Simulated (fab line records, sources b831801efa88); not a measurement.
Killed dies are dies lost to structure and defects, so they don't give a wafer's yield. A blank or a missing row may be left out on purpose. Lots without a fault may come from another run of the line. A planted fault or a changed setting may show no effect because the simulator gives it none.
fab line records | flow sfq_line
record lots=5 wafers=23
route steps=325 shown INCOMING@2 L0@7 L0V@16 M0@29 I0@47 M1@63
start_h: hours from the record's first day to the start of the lot's first wafer shown | wait_h: hours since the lot's step before | " the same as in the row above | L1.1+2: a row that stands for several wafers | - no value, or no start given | * or withheld: withheld | < > ~ a bound
route shown NAME@n: a module of which the file shows steps, and the number in the route of the first | usual: mean/standard deviation of fault-free wafers | same: alike in all rows | chamber/n: place in a boat | sites: the reading at each site | _std_site: their standard deviation | _edge_site: outer sites' mean less inner sites' | radius_mm: how far each site lies from the wafer's centre | mask NAME#n: copy n | behind: the tool/chamber that last shaped the wafer | hold: why the lot was held/for how many hours/how that ended | device: the transistor (n, p or np) that didn't switch | end of line: the same wafers' tests at the end of the route | a step without rows: its recipe alone | killed: dies lost to structure and defects at the first sort, not the wafer's yield | map: a wafer's dies, x killed, . not, _ none there
set.NAME: the setting as run; set.NAME@STEP: as run at that earlier step | model.NAME: the simulator's own value behind a step, which no gauge read
lots whose settings were changed on purpose; a table a step, a row a wafer
## steps
# step SFQ_TRILAYER_INCOMING_OXIDATION_002
# recipe temp_c=1000 ambient=H2O target_thk_a=5000 p_h2o_torr=720 ox_time_s=4939
# columns lot.wafer tool chamber start_h wait_h set.ox_time_s model.SiO2_of_TRILAYER_INCOMING_OXIDATION_002.thk_nm
L076.1 furnace-02 0 20.12 0.1 4939 492.9
L076.3 " 0 " " 4939 498.9
L076.5 " 0 " " 4939 499.4
L077.1 - - - 0.1 4413 476.3
L077.2 " - " " 4413 480.6
L077.3 " - " " 4413 478.8
L077.5 " - " " 4413 481.5
L077.6 " - " " 4413 476.8
L078.1 - - - 0.1 5525 526.8
L078.2 " - " " 5525 529.8
L078.3 " - " " 5525 527.6
L078.5 " - " " 5525 530.8
L078.6 " - " " 5525 533.8
L083.2 - - - 0.1 4939 516.2
L083.3 " - " " 4939 506.2
L083.4 " - " " 4939 510.7
L083.5 " - " " 4939 513.8
L083.6 " - " " 4939 508.8
L085.1 - - - 0.1 5424 538
L085.2 " - " " 5424 540.2
L085.3 " - " " 5424 531.6
L085.5 " - " " 5424 543.7
L085.6 " - " " 5424 542.6
# step SFQ_TRILAYER_L0_LITHO_COAT_005
# recipe resist=KrF spin_rpm=3000 resist_thk_nm=600
# columns lot.wafer tool chamber start_h wait_h set.resist_thk_nm model.KrF_of_TRILAYER_L0_LITHO_COAT_005.thk_nm
L076.1 litho_track-03 0 23.04 0.2 600 599.7
L076.3 " 0 " " 600 599.4
L076.5 " 0 " " 600 598.4
L077.1 litho_track-01 0 28.04 0.2 600 602
L077.2+3 " 0 " " 600 602.1
L077.5 " 0 " " 600 602.7
L077.6 " 0 " " 600 601.5
L078.1 litho_track-03 0 33.04 0.2 600 596
L078.2 " 0 " " 621.8 619.3
L078.3 " 0 " " 600 599
L078.5 " 0 " " 621.8 619.9
L078.6 " 0 " " 621.8 618.3
L083.2 litho_track-03 0 58.09 0.2 618.3 615.8
L083.3 " 0 " " 600 596.2
L083.4 " 0 " " 600 596.6
L083.5 " 0 " " 618.3 614.1
L083.6 " 0 " " 618.3 615.6
L085.1 litho_track-04 0 68.04 0.2 584.4 586.1
L085.2 " 0 " " 584.4 583.7
L085.3 " 0 " " 600 601.7
L085.5 " 0 " " 600 600.7
L085.6 " 0 " " 600 599.9
# step SFQ_TRILAYER_L0_LITHO_SOFTBAKE_009
# recipe temp_c=withheld time_s=withheld resist=KrF
# step SFQ_TRILAYER_L0_LITHO_EXPOSE_006
# recipe mask_id=L0 na=0.6 source_shape=conventional sigma_outer=0.65 target_cd_nm=2000 dose_mj=14.4
# step SFQ_TRILAYER_L0_LITHO_PEB_008
# recipe peb_temp_c=115 peb_time_s=60 resist=KrF
# step SFQ_TRILAYER_L0_LITHO_DEVELOP_007
# recipe time_s=60 resist=KrF
# step SFQ_TRILAYER_L0_BARC_OPEN_METAL_ETCH_010
# recipe mask_material=PR chemistry=O2 target_depth_nm=125 target=BARC icp_w=600 bias_w=80 pressure_mtorr=10 time_s=41.7
# columns lot.wafer tool chamber start_h wait_h set.resist_thk_nm@TRILAYER_L0_LITHO_COAT_005 model.KrF_of_TRILAYER_L0_LITHO_COAT_005.thk_nm
L076.1+3 rie_metal-01 1 82.11 0.1 600 523.4
L076.5 " 1 " " 600 522.2
L077.1 rie_metal-03 0 87.75 0.1 600 525.8
L077.2 " 1 " " 600 525
L077.3+6 " 1,0 " " 600 525.1
L077.5 " 1 " " 600 525.7
L078.1 rie_metal-03 0 94.95 0.1 600 519.3
L078.2 " 1 " " 621.8 541.7
L078.3 " 1 " " 600 521.5
L078.5 " 1 " " 621.8 542.3
L078.6 " 0 " " 621.8 541.3
L083.2 rie_metal-02 1 129.61 0.1 618.3 537.4
L083.3 " 0 " " 600 519.1
L083.4 " 1 " " 600 518.5
L083.5 " 0 " " 618.3 536.5
L083.6 " 1 " " 618.3 537.1
L085.1 rie_metal-03 0 141.61 0.1 584.4 509.4
L085.2 " 1 " " 584.4 505.2
L085.3 " 1 " " 600 523.4
L085.5 " 0 " " 600 523.3
L085.6 " 1 " " 600 521.4
# step SFQ_TRILAYER_L0_ETCH_METAL_ETCH_008
# recipe target=MoNx_KI stop_on=SiO2 mask_material=PR chemistry=SF6/O2 target_depth_nm=50 icp_w=600 bias_w=80 pressure_mtorr=10 time_s=25
# columns lot.wafer tool chamber start_h wait_h set.icp_w set.resist_thk_nm@TRILAYER_L0_LITHO_COAT_005 model.KrF_of_TRILAYER_L0_LITHO_COAT_005.thk_nm
L076.1 rie_metal-01 1 82.17 0.0 600 600 482.5
L076.3 " 1 " " 600 600 482.7
L076.5 " 1 " " 600 600 481.2
L077.1 rie_metal-03 0 87.81 0.0 600 600 483.8
L077.2 " 1 " " 600 600 482.9
L077.3 " 1 " " 600 600 482.6
L077.5+6 " 1,0 " " 618.1 600 482.3
L078.1 rie_metal-03 0 95.01 0.0 600 600 478
L078.2 " 1 " " 600 621.8 499.5
L078.3 " 1 " " 600 600 479.5
L078.5 " 1 " " 557.9 621.8 502.7
L078.6 " 0 " " 557.9 621.8 502.3
L083.2 rie_metal-02 1 129.67 0.0 649.6 618.3 491.3
L083.3 " 0 " " 600 600 476.7
L083.4 " 1 " " 600 600 475.8
L083.5 " 0 " " 600 618.3 494.2
L083.6 " 1 " " 649.6 618.3 491.4
L085.1 rie_metal-03 0 141.67 0.0 600 584.4 468.1
L085.2 " 1 " " 600 584.4 463
L085.3 " 1 " " 638.3 600 478.3
L085.5 " 0 " " 600 600 481.9
L085.6 " 1 " " 638.3 600 476.5
# step SFQ_TRILAYER_L0_CAP_PECVD_011
# recipe material=SiO2 temp_c=150 time_s=13.333 pressure_torr=2.4 rf_w=183.3 precursor=SiH4/N2O target_thk_nm=60
# columns lot.wafer tool chamber start_h wait_h set.time_s model.SiO2_of_TRILAYER_L0_CAP_PECVD_011.thk_nm
L076.1 pecvd-01 0 82.99 0.0 13.333 60.23
L076.3 " 2 " " 13.333 60.07
L076.5 " 1 " " 13.333 61.39
L077.1 pecvd-02 0 88.63 0.0 13.333 60.23
L077.2 " 2 " " 14.61 65.12
L077.3 " 1 " " 14.61 66.08
L077.5 " 1 " " 13.333 61.45
L077.6 " 0 " " 14.61 66.41
L078.1 pecvd-01 2 95.85 0.0 13.333 59.83
L078.2 " 0 " " 13.333 59.52
L078.3 " 1 " " 13.333 60.27
L078.5 " 2 " " 13.333 60.11
L078.6 " 1 " " 13.333 60.86
L083.2 pecvd-02 2 130.49 0.0 13.333 60.74
L083.3 " 1 " " 13.333 61.3
L083.4 " 2 " " 13.333 61.07
L083.5 " 1 " " 13.333 62.53
L083.6 " 0 " " 13.333 61.45
L085.1 pecvd-01 1 142.49 0.0 13.333 59.96
L085.2 " 2 " " 13.84 60.93
L085.3 " 0 " " 13.333 58.83
L085.5 " 2 " " 13.333 59.49
L085.6 " 1 " " 13.84 62.31
# step SFQ_TRILAYER_L0_VIA_ETCH_VIA_ETCH_016
# recipe target=SiO2 stop_on=MoNx_KI mask_material=PR chemistry=CHF3 target_depth_nm=80 source_w=500 bias_w=80 pressure_mtorr=30 time_s=withheld
# columns lot.wafer tool chamber start_h wait_h set.bias_w set.time_s@TRILAYER_L0_CAP_PECVD_011 model.etch.depth_nm model.L0V.feature_depth_nm
L076.1 rie_diel-03 2 156.08 0.0 80 * 60.23 60.23
L076.3 " 3 " " 80 * 60.07 60.07
L076.5 " 3 " " 80 * 61.39 61.39
L077.1 rie_diel-02 3 159.68 0.0 80 * 60.23 60.23
L077.2 " 0 " " 80 * 65.12 65.12
L077.3 " 1 " " 80 * 66.08 66.08
L077.5 " 2 " " 80 * 61.45 61.45
L077.6 " 1 " " 80 * 66.41 66.41
L078.1 rie_diel-01 1 171.68 0.0 80 * - 59.83
L078.2 " 2 " " 71.21 * - 59.52
L078.3 " 3 " " 71.21 * 60.27 60.27
L078.5 " 2 " " 80 * 60.11 60.11
L078.6 " 1 " " 71.21 * 60.86 60.86
L083.2 rie_diel-02 3 214.90 0.0 84.19 * - 60.9
L083.3 " 2 " " 84.19 * - 61.46
L083.4 " 2 " " 80 * 61.07 61.07
L083.5 " 3 " " 80 * 62.53 62.53
L083.6 " 1 " " 84.19 * 61.45 61.61
L085.1 rie_diel-03 1 227.29 0.0 80 * 59.96 59.96
L085.2 " 3 " " 76.12 * 60.93 60.93
L085.3 " 0 " " 80 * - 58.83
L085.5 " 0 " " 76.12 * - 59.49
L085.6 " 3 " " 76.12 * 62.31 62.31
# step SFQ_TRILAYER_M0_DEP_SPUTTER_019
# recipe material=Nb base_pressure_pa=1.33e-06 chamber_pressure_pa=0.1333 substrate_temp_c=20 resputter_cathode_voltage_v=400 target_thk_nm=200 power_w=2000 time_s=133.3
# columns lot.wafer tool chamber start_h wait_h set.time_s model.Nb_of_TRILAYER_M0_DEP_SPUTTER_019.thk_nm
L076.1 pvd_sputter-06 - 156.93 0.0 133.3 200.9
L076.3 " - " " 133.3 196.8
L076.5 " - " " 133.3 200.3
L077.1 pvd_sputter-03 - 160.53 0.0 133.3 203.5
L077.2 " - " " 133.3 201.2
L077.3 " - " " 133.3 196.8
L077.5 " - " " 133.3 197.1
L077.6 " - " " 133.3 203
L078.1 pvd_sputter-05 - 172.53 0.0 142.9 215
L078.2 " - " " 142.9 216.8
L078.3 " - " " 133.3 197.4
L078.5 " - " " 133.3 199
L078.6 " - " " 133.3 202.7
L083.2 pvd_sputter-03 - 215.75 0.0 116.6 171.3
L083.3 " - " " 116.6 174.3
L083.4 " - " " 133.3 199.3
L083.5 " - " " 133.3 197.1
L083.6 " - " " 133.3 199.6
L085.1 pvd_sputter-06 - 228.15 0.0 133.3 200.6
L085.2 " - " " 133.3 203.5
L085.3 " - " " 143.8 212.8
L085.5 " - " " 143.8 214.7
L085.6 " - " " 133.3 201
# step SFQ_M0_RS_MEAS_904
# recipe thk_meas_gauge=four-point-probe reads=Nb_of_TRILAYER_M0_DEP_SPUTTER_019
# usual M0_NB_RS=0.889/0.01
# columns lot.wafer tool chamber start_h wait_h set.time_s@TRILAYER_M0_DEP_SPUTTER_019 M0_NB_RS[ohm/sq]
L076.1 film_metro-03 - 157.02 0.0 133.3 0.886
L076.3 " - " " 133.3 0.904
L076.5 " - " " 133.3 0.888
L077.1 film_metro-02 - 160.62 0.0 133.3 0.875
L077.2 " - " " 133.3 0.885
L077.3 " - " " 133.3 0.905
L077.5 " - " " 133.3 0.904
L077.6 " - " " 133.3 0.876
L078.1 film_metro-04 - 172.62 0.0 142.9 0.826
L078.2 " - " " 142.9 0.819
L078.3 " - " " 133.3 0.902
L078.5 " - " " 133.3 0.894
L078.6 " - " " 133.3 0.877
L083.2 film_metro-02 - 215.86 0.1 116.6 1.043
L083.3 " - " " 116.6 1.023
L083.4 " - " " 133.3 0.893
L083.5 " - " " 133.3 0.903
L083.6 " - " " 133.3 0.893
L085.1 film_metro-02 - 228.24 0.0 133.3 0.889
L085.2 " - " " 133.3 0.875
L085.3 " - " " 143.8 0.837
L085.5 " - " " 143.8 0.828
L085.6 " - " " 133.3 0.886
# step SFQ_TRILAYER_M0_ETCH_METAL_ETCH_024
# recipe target=Nb stop_on=SiO2 mask_material=PR chemistry=Cl2/Ar target_depth_nm=240 icp_w=600 bias_w=80 pressure_mtorr=10 time_s=120
# usual oes_product_au=0.896/0.0082
# columns lot.wafer tool chamber start_h wait_h set.icp_w set.time_s@TRILAYER_M0_DEP_SPUTTER_019 oes_product_au model.KrF_of_TRILAYER_M0_LITHO_COAT_021.thk_nm
L076.1 rie_metal-02 1 242.91 0.0 600 133.3 0.898 369.9
L076.3 " 0 " " 600 133.3 0.890 367.8
L076.5 " 0 " " 600 133.3 0.900 365.4
L077.1 rie_metal-01 0 246.51 0.0 600 133.3 0.903 373
L077.2 " 1 " " 600 133.3 0.898 376.5
L077.3 " 0 " " 659.2 133.3 0.886 360.6
L077.5 " 0 " " 600 133.3 0.891 375.1
L077.6 " 1 " " 659.2 133.3 0.902 364.5
L078.1 rie_metal-01 1 264.51 0.0 657.3 142.9 0.933 -
L078.2 " 0 " " 657.3 142.9 0.940 -
L078.3 " 1 " " 600 133.3 0.884 375.6
L078.5 " 1 " " 657.3 133.3 0.888 362.7
L078.6 " 0 " " 600 133.3 0.898 371.3
L083.2 rie_metal-01 0 326.62 0.0 600 116.6 0.813 -
L083.3 " 1 " " 600 116.6 0.829 -
L083.4 " 0 " " 600 133.3 0.886 373
L083.5 " 0 " " 562.8 133.3 0.884 381
L083.6 " 1 " " 562.8 133.3 0.888 384.4
L085.1 rie_metal-04 1 345.84 0.1 600 133.3 0.887 373.3
L085.2 " 0 " " 600 133.3 0.914 382.8
L085.3 " 1 " " 571.5 143.8 0.927 -
L085.5 " 1 " " 571.5 143.8 0.930 -
L085.6 " 0 " " 571.5 133.3 0.897 384.5
# step SFQ_TRILAYER_I0_VIA_LITHO_COAT_036
# recipe resist=BARC spin_rpm=3000 resist_thk_nm=62
# columns lot.wafer tool chamber start_h wait_h set.spin_rpm model.BARC_of_TRILAYER_I0_VIA_LITHO_COAT_036.thk_nm
L076.1 litho_track-02 0 255.41 1.0 3000 62.19
L076.3 " 0 " " 3000 62.06
L076.5 " 0 " " 3000 62.07
L077.1 litho_track-01 0 258.41 1.0 3112 61.26
L077.2 " 0 " " 3112 61.14
L077.3 " 0 " " 3000 62
L077.5 " 0 " " 3000 62.14
L077.6 " 0 " " 3112 61.07
L078.1 litho_track-02 0 272.93 1.0 3077 61.41
L078.2 " 0 " " 3077 61.45
L078.3 " 0 " " 3000 62.19
L078.5 " 0 " " 3000 62.09
L078.6 " 0 " " 3077 61.53
L083.2 litho_track-01 0 331.97 0.8 3212 59.99
L083.3 " 0 " " 3212 59.89
L083.4 " 0 " " 3000 62.05
L083.5 " 0 " " 3212 59.88
L083.6 " 0 " " 3000 62.07
L085.1 litho_track-04 0 351.38 1.0 3000 62.25
L085.2 " 0 " " 3000 62.42
L085.3 " 0 " " 3000 62.13
L085.5 " 0 " " 2863 63.57
L085.6 " 0 " " 2863 63.86
# step SFQ_TRILAYER_I0_VIA_BARC_OPEN_VIA_ETCH_046
# recipe mask_material=PR chemistry=O2 target_depth_nm=125 target=BARC source_w=500 bias_w=80 pressure_mtorr=30 time_s=41.7
# columns lot.wafer tool chamber start_h wait_h set.bias_w set.spin_rpm@TRILAYER_I0_VIA_LITHO_COAT_036 model.etch.depth_nm
L076.1 rie_diel-04 2 329.05 0.0 80 3000 62.19
L076.3 " 3 " " 80 3000 62.06
L076.5 " 0 " " 80 3000 62.07
L077.1 rie_diel-01 1 330.46 0.0 80 3112 61.26
L077.2 " 2 " " 80 3112 61.14
L077.3 " 3 " " 80 3000 62
L077.5 " 1 " " 80 3000 62.14
L077.6 " 0 " " 80 3112 61.07
L078.1+2 rie_diel-04 2,3 331.45 0.0 80 3077 -
L078.3 " 1 " " 80 3000 62.19
L078.5 " 3 " " 80 3000 62.09
L078.6 " 0 " " 80 3077 61.53
L083.2 rie_diel-04 0 337.45 0.0 80 3212 -
L083.3 " 2 " " 72.4 3212 -
L083.4 " 3 " " 72.4 3000 62.05
L083.5 " 1 " " 72.4 3212 59.88
L083.6 " 0 " " 80 3000 62.07
L085.1 rie_diel-02 3 353.67 0.0 75.61 3000 62.25
L085.2 " 0 " " 80 3000 62.42
L085.3 " 2 " " 75.61 3000 -
L085.5 " 1 " " 80 2863 -
L085.6 " 0 " " 75.61 2863 63.86
# step SFQ_TRILAYER_M1_LITHO_COAT_039
# recipe resist=KrF spin_rpm=3000 resist_thk_nm=600
# columns lot.wafer tool chamber start_h wait_h set.resist_thk_nm model.KrF_of_TRILAYER_M1_LITHO_COAT_039.thk_nm
L076.1 litho_track-03 0 330.58 0.2 600 600.5
L076.3 " 0 " " 600 599.5
L076.5 " 0 " " 600 601.6
L077.1 litho_track-03 0 331.99 0.2 600 601.4
L077.2 " 0 " " 568.9 568.9
L077.3 " 0 " " 600 601.8
L077.5 " 0 " " 600 600.2
L077.6 " 0 " " 568.9 569.1
L078.1 litho_track-03 0 332.98 0.2 600 600.3
L078.2 " 0 " " 600 598.5
L078.3 " 0 " " 600 599.2
L078.5 " 0 " " 600 599.7
L078.6 " 0 " " 600 598.8
L083.2 litho_track-01 0 339.03 0.2 633.3 632
L083.3 " 0 " " 633.3 631.1
L083.4 " 0 " " 600 600.4
L083.5 " 0 " " 600 598.7
L083.6 " 0 " " 633.3 631.8
L085.1 litho_track-03 0 355.20 0.2 614.2 613.9
L085.2 " 0 " " 600 599.1
L085.3 " 0 " " 614.2 614.9
L085.5 " 0 " " 600 600.9
L085.6 " 0 " " 600 601.7
# step SFQ_TRILAYER_M1_BARC_OPEN_METAL_ETCH_054
# recipe mask_material=PR chemistry=O2 target_depth_nm=125 target=BARC icp_w=600 bias_w=80 pressure_mtorr=10 time_s=41.7
# usual oes_product_au=0.686/0.0044
# columns lot.wafer tool chamber start_h wait_h set.time_s set.resist_thk_nm@TRILAYER_M1_LITHO_COAT_039 oes_product_au model.KrF_of_TRILAYER_M1_LITHO_COAT_039.thk_nm
L076.1 rie_metal-02 1 460.99 0.0 41.7 600 0.689 522.4
L076.3 " 0 " " 41.7 600 0.688 522
L076.5 " 1 " " 41.7 600 0.691 523.8
L077.1 rie_metal-03 0 463.39 0.0 41.7 600 0.684 524.1
L077.2 " 1 " " 36.35 568.9 0.732 498.4
L077.3 " 1 " " 36.35 600 0.729 531.6
L077.5 " 0 " " 36.35 600 0.735 529.7
L077.6 " 1 " " 41.7 568.9 0.685 491.9
L078.1 rie_metal-01 0 464.59 0.0 43.62 600 0.684 521
L078.2 " 1 " " 41.7 600 0.686 522.5
L078.3 " 1 " " 41.7 600 0.677 522.9
L078.5 " 1 " " 43.62 600 0.683 521.3
L078.6 " 0 " " 41.7 600 0.683 521.3
L083.2 rie_metal-02 0 478.99 0.0 41.7 633.3 0.685 554.1
L083.3 " 1 " " 38.76 633.3 0.709 556.7
L083.4 " 0 " " 41.7 600 0.682 522.9
L083.5 " 0 " " 41.7 600 0.679 521.4
L083.6 " 1 " " 38.76 633.3 0.715 557.8
L085.1 rie_metal-03 1 495.59 0.0 41.7 614.2 0.686 536.7
L085.2 " 1 " " 38.64 600 0.710 525.6
L085.3 " 1 " " 38.64 614.2 0.717 541.3
L085.5 " 1 " " 38.64 600 0.712 527.6
L085.6 " 1 " " 41.7 600 0.688 524.5
# step SFQ_TRILAYER_M1_ETCH_METAL_ETCH_042
# recipe target=Nb stop_on=SiO2 mask_material=PR chemistry=Cl2/Ar target_depth_nm=240 icp_w=600 bias_w=80 pressure_mtorr=10 time_s=120
# columns lot.wafer tool chamber start_h wait_h set.resist_thk_nm@TRILAYER_M1_LITHO_COAT_039 model.KrF_of_TRILAYER_M1_LITHO_COAT_039.thk_nm
L076.1 rie_metal-02 1 461.05 0.0 600 376.9
L076.3 " 0 " " 600 379.7
L076.5 " 1 " " 600 378.5
L077.1 rie_metal-03 0 463.45 0.0 600 380.6
L077.2 " 1 " " 568.9 355.9
L077.3 " 1 " " 600 389
L077.5 " 0 " " 600 388.5
L077.6 " 1 " " 568.9 351.5
L078.1 rie_metal-01 0 464.65 0.0 600 378.1
L078.2 " 1 " " 600 382.9
L078.3 " 1 " " 600 384.7
L078.5 " 1 " " 600 382.2
L078.6 " 0 " " 600 379.1
L083.2 rie_metal-02 0 479.05 0.0 633.3 412.7
L083.3 " 1 " " 633.3 414.3
L083.4 " 0 " " 600 381.4
L083.5 " 0 " " 600 379.1
L083.6 " 1 " " 633.3 416
L085.1 rie_metal-03 1 495.71 0.1 614.2 394.4
L085.2 " 1 " " 600 383.6
L085.3 " 1 " " 614.2 397.7
L085.5 " 1 " " 600 384.8
L085.6 " 1 " " 600 383.2
## key
split step=SFQ_TRILAYER_INCOMING_OXIDATION_002 setting=ox_time_s stated=4939 by=lot
response step=SFQ_TRILAYER_INCOMING_OXIDATION_002 reading=model.SiO2_of_TRILAYER_INCOMING_OXIDATION_002.thk_nm change=+2.55 per=1% r=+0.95
split step=SFQ_TRILAYER_L0_LITHO_COAT_005 setting=resist_thk_nm stated=600 by=wafer
response step=SFQ_TRILAYER_L0_LITHO_COAT_005 reading=model.KrF_of_TRILAYER_L0_LITHO_COAT_005.thk_nm change=+6.05 per=1% r=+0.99
response step=SFQ_TRILAYER_L0_BARC_OPEN_METAL_ETCH_010 reading=model.KrF_of_TRILAYER_L0_LITHO_COAT_005.thk_nm change=+5.9 per=1% r=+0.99
response step=SFQ_TRILAYER_L0_ETCH_METAL_ETCH_008 reading=model.KrF_of_TRILAYER_L0_LITHO_COAT_005.thk_nm change=+5.68 per=1% r=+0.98
split step=SFQ_TRILAYER_L0_ETCH_METAL_ETCH_008 setting=icp_w stated=600 by=wafer
response none clear
split step=SFQ_TRILAYER_L0_CAP_PECVD_011 setting=time_s stated=13.333 by=wafer
response step=SFQ_TRILAYER_L0_CAP_PECVD_011 reading=model.SiO2_of_TRILAYER_L0_CAP_PECVD_011.thk_nm change=+0.533 per=1% r=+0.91
response step=SFQ_TRILAYER_L0_VIA_ETCH_VIA_ETCH_016 reading=model.etch.depth_nm change=+0.518 per=1% r=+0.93
response step=SFQ_TRILAYER_L0_VIA_ETCH_VIA_ETCH_016 reading=model.L0V.feature_depth_nm change=+0.533 per=1% r=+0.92
split step=SFQ_TRILAYER_L0_VIA_ETCH_VIA_ETCH_016 setting=bias_w stated=80 by=wafer
response none clear
split step=SFQ_TRILAYER_M0_DEP_SPUTTER_019 setting=time_s stated=133.3 by=wafer
response step=SFQ_TRILAYER_M0_DEP_SPUTTER_019 reading=model.Nb_of_TRILAYER_M0_DEP_SPUTTER_019.thk_nm change=+1.98 per=1% r=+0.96
response step=SFQ_M0_RS_MEAS_904 reading=M0_NB_RS change=-0.00962 per=1% r=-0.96
response step=SFQ_TRILAYER_M0_ETCH_METAL_ETCH_024 reading=oes_product_au change=+0.00508 per=1% r=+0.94
split step=SFQ_TRILAYER_M0_ETCH_METAL_ETCH_024 setting=icp_w stated=600 by=wafer
response step=SFQ_TRILAYER_M0_ETCH_METAL_ETCH_024 reading=model.KrF_of_TRILAYER_M0_LITHO_COAT_021.thk_nm change=-1.26 per=1% r=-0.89
split step=SFQ_TRILAYER_I0_VIA_LITHO_COAT_036 setting=spin_rpm stated=3000 by=wafer
response step=SFQ_TRILAYER_I0_VIA_LITHO_COAT_036 reading=model.BARC_of_TRILAYER_I0_VIA_LITHO_COAT_036.thk_nm change=-0.294 per=1% r=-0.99
response step=SFQ_TRILAYER_I0_VIA_BARC_OPEN_VIA_ETCH_046 reading=model.etch.depth_nm change=-0.293 per=1% r=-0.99
split step=SFQ_TRILAYER_I0_VIA_BARC_OPEN_VIA_ETCH_046 setting=bias_w stated=80 by=wafer
response none clear
split step=SFQ_TRILAYER_M1_LITHO_COAT_039 setting=resist_thk_nm stated=600 by=wafer
response step=SFQ_TRILAYER_M1_LITHO_COAT_039 reading=model.KrF_of_TRILAYER_M1_LITHO_COAT_039.thk_nm change=+5.96 per=1% r=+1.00
response step=SFQ_TRILAYER_M1_BARC_OPEN_METAL_ETCH_054 reading=model.KrF_of_TRILAYER_M1_LITHO_COAT_039.thk_nm change=+6.21 per=1% r=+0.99
response step=SFQ_TRILAYER_M1_ETCH_METAL_ETCH_042 reading=model.KrF_of_TRILAYER_M1_LITHO_COAT_039.thk_nm change=+6.1 per=1% r=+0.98
split step=SFQ_TRILAYER_M1_BARC_OPEN_METAL_ETCH_054 setting=time_s stated=41.7 by=wafer
response step=SFQ_TRILAYER_M1_BARC_OPEN_METAL_ETCH_054 reading=oes_product_au shape=bent at_lowest=0.732 at_stated=0.685 at_highest=0.683
